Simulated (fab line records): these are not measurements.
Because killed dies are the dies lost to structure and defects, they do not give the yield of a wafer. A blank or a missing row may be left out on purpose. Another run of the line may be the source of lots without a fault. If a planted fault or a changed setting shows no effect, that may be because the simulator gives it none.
The same fault as seen by 2 desks | flow sfq_line | what lay behind the numbers comes last; until then each desk has only its own

## FOR THE TOOL OWNER'S DESK: rie_metal-02
The tool's own readings at SFQ_TRILAYER_M1_ETCH_METAL_ETCH_042 (etches Nb in Cl2/Ar, stops on SiO2, target depth 240 nm, time 120 s): means of the sampled wafers that have a number, for each lot that ran on this tool. Any lot whose mean is over 4 standard deviations away from the usual mean is out of limits and marked OUT; that distance is given in the brackets.
Columns: A = drypump_motor_current_A at SFQ_TRILAYER_M1_ETCH_METAL_ETCH_042, usual 5.8 A; B = oes_product_au at SFQ_TRILAYER_M1_ETCH_METAL_ETCH_042, usual 0.893 a.u.; C = rf_fwd_power_W at SFQ_TRILAYER_M1_ETCH_METAL_ETCH_042, usual 596.8 W
lot  | first seen here | A   | B     | C
L601 | day 15 07:12    | 6.2 | 0.900 | 597.5
L602 | day 15 10:48    | 6.2 | 0.895 | 629.7 (+15) OUT
Finding of this desk: L602 out of limits; the first was L602 at day 15 10:48, on rf_fwd_power_W at SFQ_TRILAYER_M1_ETCH_METAL_ETCH_042. L601: within limits.

## METROLOGY DESK
What the gauges read, lot by lot, whatever tool the lot ran on: means of the sampled wafers that have a number. Any lot whose mean is over 4 standard deviations away from the usual mean is out of limits and marked OUT; that distance is given in the brackets.
Columns: A = M1_NB_RS at SFQ_M1_RS_MEAS_909, usual 0.891 ohm/sq; B = M1_OVL at SFQ_M1_OVL_MEAS_911, usual 1 nm
lot  | first seen here | A     | B
L599 | day 10 14:47    | 0.890 | 7
L601 | day 11 09:28    | 0.885 | 1
L602 | day 11 12:28    | 0.888 | -7
L610 | day 13 13:11    | 0.902 | -1
L616 | day 14 21:23    | 0.875 | 2
Finding of this desk: none of the 5 lots has anything out of limits.

## PUT TOGETHER
At day 15 10:48, on L602, the tool owner's desk was in a position to raise an alarm.
At the metrology desk, nothing out of limits was observed.
The metrology desk holds a record of L602, inside its limits.
Of the lots named, all ran SFQ_TRILAYER_M1_ETCH_METAL_ETCH_042 on rie_metal-02.

## WHAT THE SIMULATOR PUT IN
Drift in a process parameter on rie_metal-02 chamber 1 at SFQ_TRILAYER_M1_ETCH_METAL_ETCH_042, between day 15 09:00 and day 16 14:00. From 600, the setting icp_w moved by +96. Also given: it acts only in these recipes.
Shown lots that were struck: L602.
Time in hours from fault onset to the first out-of-limits reading at each desk: the tool owner's desk, 2.
